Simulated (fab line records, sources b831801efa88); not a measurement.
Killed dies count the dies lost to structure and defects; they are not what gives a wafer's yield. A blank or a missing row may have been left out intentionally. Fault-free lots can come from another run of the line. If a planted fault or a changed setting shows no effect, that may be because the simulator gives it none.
Which tool is to blame? -- flow sky130 -- 10 lots with 28 wafers sampled at 6 steps, on a route of 708 steps

## WHAT EACH GAUGE READ, for each wafer
SKY_METAL1_OVL_MEAS_16. Usual: METAL1_OVL typically reads 0 nm, with standard deviation 5.6.
lot,measured,on,METAL1_OVL (nm),flag
L258,day 33 22:38,overlay-01,10 9 10,
L264,day 35 10:29,overlay-01,-5 1 -3,
L265,day 35 23:44,overlay-01,4 -3 8,
L267,day 36 08:35,overlay-01,-5 -7 -1,
L269,day 37 07:06,overlay-01,-5 -4 -7,
L270,day 37 13:21,overlay-02,-1 5 -3,
L274,day 38 17:44,overlay-01,-7 2,
L277,day 39 16:56,overlay-01,-5 -8,
L280,day 40 07:22,overlay-02,-6 -3 -2,
L281,day 40 16:17,overlay-01,7 4 3,

SKY_VIA1_RS_MEAS_22: the measuring method here is four-point-probe. Usual: VIA1_W_RS typically reads 0.428 ohm/sq, with standard deviation 0.0045.
lot,measured,on,VIA1_W_RS (ohm/sq),flag
L258,day 35 03:52,film metro-01,0.423 0.427 0.424,
L264,day 36 15:35,film metro-02,0.437 0.441 0.438,
L265,day 37 05:13,film metro-02,0.422 0.426 0.427,
L267,day 37 13:36,film metro-03,0.433 0.425 0.430,
L269,day 38 11:58,film metro-02,0.426 0.425 0.426,
L270,day 38 17:51,film metro-03,0.436 0.434 0.437,
L274,day 39 22:05,film metro-03,0.421 0.425,
L277,day 40 20:05,film metro-01,0.428 0.428,
L280,day 41 09:55,film metro-02,0.427 0.425 0.423,
L281,day 41 18:58,film metro-02,0.423 0.419 0.424,

SKY_METAL2_RS_MEAS_05: the measuring method here is four-point-probe. Usual: METAL2_ALCU_RS typically reads 0.1272 ohm/sq, with standard deviation 0.0012.
lot,measured,on,METAL2_ALCU_RS (ohm/sq),flag
L258,day 35 04:29,film metro-03,0.1265 0.1262 0.1279,
L264,day 36 16:12,film metro-03,0.1258 0.1258 0.1259,
L265,day 37 05:50,film metro-04,0.1291 0.1276 0.1284,
L267,day 37 14:13,film metro-04,0.1274 0.1284 0.1277,
L269,day 38 12:36,film metro-04,0.1263 0.1272 0.1277,
L270,day 38 18:28,film metro-01,0.1291 0.1304 0.1290,
L274,day 39 22:42,film metro-01,0.1279 0.1527,OFF
L277,day 40 20:43,film metro-03,0.1507 0.1509,OFF
L280,day 41 10:32,film metro-01,0.1271 0.1283 0.1277,
L281,day 41 19:35,film metro-04,0.1275 0.1264 0.1275,

SKY_METAL2_THK_MEAS_06: measures by xrf. Usual: METAL2_ALCU_THK typically reads 249.4 nm, with standard deviation 2.8.
lot,measured,on,METAL2_ALCU_THK (nm),flag
L258,day 35 04:35,film metro-03,251.2 250.9 248.5,
L264,day 36 16:19,film metro-03,251.2 251.7 254.4,
L265,day 37 05:57,film metro-04,244.6 247.4 246.5,
L267,day 37 14:20,film metro-04,246.7 244.7 247.5,
L269,day 38 12:41,film metro-04,251.1 249.8 249.6,
L270,day 38 18:34,film metro-01,245.7 243.7 244.5,
L274,day 39 22:49,film metro-01,248.7 208.6,OFF
L277,day 40 20:49,film metro-03,212.1 213.5,OFF
L280,day 41 10:38,film metro-01,252.3 247.4 248.7,
L281,day 41 19:43,film metro-04,245.5 249.7 247.5,

## WHICH TOOL RAN EACH LOT (tool, then ch and the chambers of the sampled wafers, then the start)
lot,SKY_LI_CONTACT_SPUTTER_19,SKY_METAL2_SPUTTER_02
L258,"pvd sputter-03, day 30 05:09","pvd sputter-02, day 35 04:22"
L264,"pvd sputter-01, day 31 20:07","pvd sputter-04, day 36 16:07"
L265,"pvd sputter-03, day 32 09:44","pvd sputter-01, day 37 05:44"
L267,"pvd sputter-03, day 32 19:31","pvd sputter-02, day 37 14:08"
L269,"pvd sputter-02, day 33 18:35","pvd sputter-04, day 38 12:27"
L270,"pvd sputter-03, day 34 01:50","pvd sputter-01, day 38 18:20"
L274,"pvd sputter-03, day 35 07:00","pvd sputter-04, day 39 22:37"
L277,"pvd sputter-02, day 36 04:19","pvd sputter-04, day 40 20:35"
L280,"pvd sputter-03, day 36 21:22","pvd sputter-01, day 41 10:24"
L281,"pvd sputter-03, day 37 07:53","pvd sputter-01, day 41 19:30"
- SKY_LI_CONTACT_SPUTTER_19: material Ti, target thk 20 nm, time 106.37 s.
- SKY_METAL2_SPUTTER_02: material AlCu, target thk 250 nm, time 13.3 s.

## WHAT THE TOOLS THEMSELVES READ (means of the sampled wafers that have a number; where no wafer has one, the mark that the record gives instead)
SKY_LI_CONTACT_SPUTTER_19. Usual: chamber pressure pa 5.001 Pa, standard deviation 0.01; throttle valve pct 29.7 %, standard deviation 1.5.
lot,tool,chamber pressure pa (Pa),throttle valve pct (%),flag
L258,pvd sputter-03,5.005,29.9,
L264,pvd sputter-01,5.013,29.7,
L265,pvd sputter-03,5.004,29.7,
L267,pvd sputter-03,4.992,29.7,
L269,pvd sputter-02,5.003,29.6,
L270,pvd sputter-03,4.997,29.0,
L274,pvd sputter-03,5.006,30.7,
L277,pvd sputter-02,5.002,30.9,
L280,pvd sputter-03,4.994,30.2,
L281,pvd sputter-03,5.008,29.7,

SKY_METAL2_SPUTTER_02. Usual: chamber pressure pa 0.4000 Pa, standard deviation 0.0008; throttle valve pct 29.9 %, standard deviation 1.7.
lot,tool,chamber pressure pa (Pa),throttle valve pct (%),flag
L258,pvd sputter-02,0.3998,28.5,
L264,pvd sputter-04,0.3996,29.4,
L265,pvd sputter-01,0.4003,30.0,
L267,pvd sputter-02,0.3998,31.7,
L269,pvd sputter-04,0.4001,30.2,
L270,pvd sputter-01,0.4001,30.0,
L274,pvd sputter-04,0.3992,30.9,
L277,pvd sputter-04,0.3995,31.0,
L280,pvd sputter-01,0.4000,29.6,
L281,pvd sputter-01,0.4002,30.0,

## THE ANSWER, worked out from the rows above alone
Rule: a lot counts as off when the mean over its wafers that have a number is more than 3 standard deviations away from the usual mean. A lot without any number at a reading at which 4 lots or more have one is off too. All remaining lots with rows at the step are treated as sound. After the gauges, taken in route order, come the tools' own readings; for these a lot's mean is taken, as printed above. At the first step where some lot is off, the reading lying furthest off is the one used; lots without a number count as furthest.
Off: L274, L277, at SKY_METAL2_RS_MEAS_05 (METAL2_ALCU_RS).
A tool fits if, at a process step before that reading, it ran every lot that is off, and no sound lot after the first of them. Gauges at SKY_METAL2_RS_MEAS_05: tried the same way as those tools. One fits: SKY_METAL2_SPUTTER_02 on pvd sputter-04. Its last sound lot is L269 (day 38 12:27), its first lot that is off L274 (day 39 22:37): a fault that began between those two fits.

## WHAT THE SIMULATOR HAD PUT IN
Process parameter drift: pvd sputter-04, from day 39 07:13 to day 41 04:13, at SKY_METAL2_SPUTTER_02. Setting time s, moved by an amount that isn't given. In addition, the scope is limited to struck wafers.
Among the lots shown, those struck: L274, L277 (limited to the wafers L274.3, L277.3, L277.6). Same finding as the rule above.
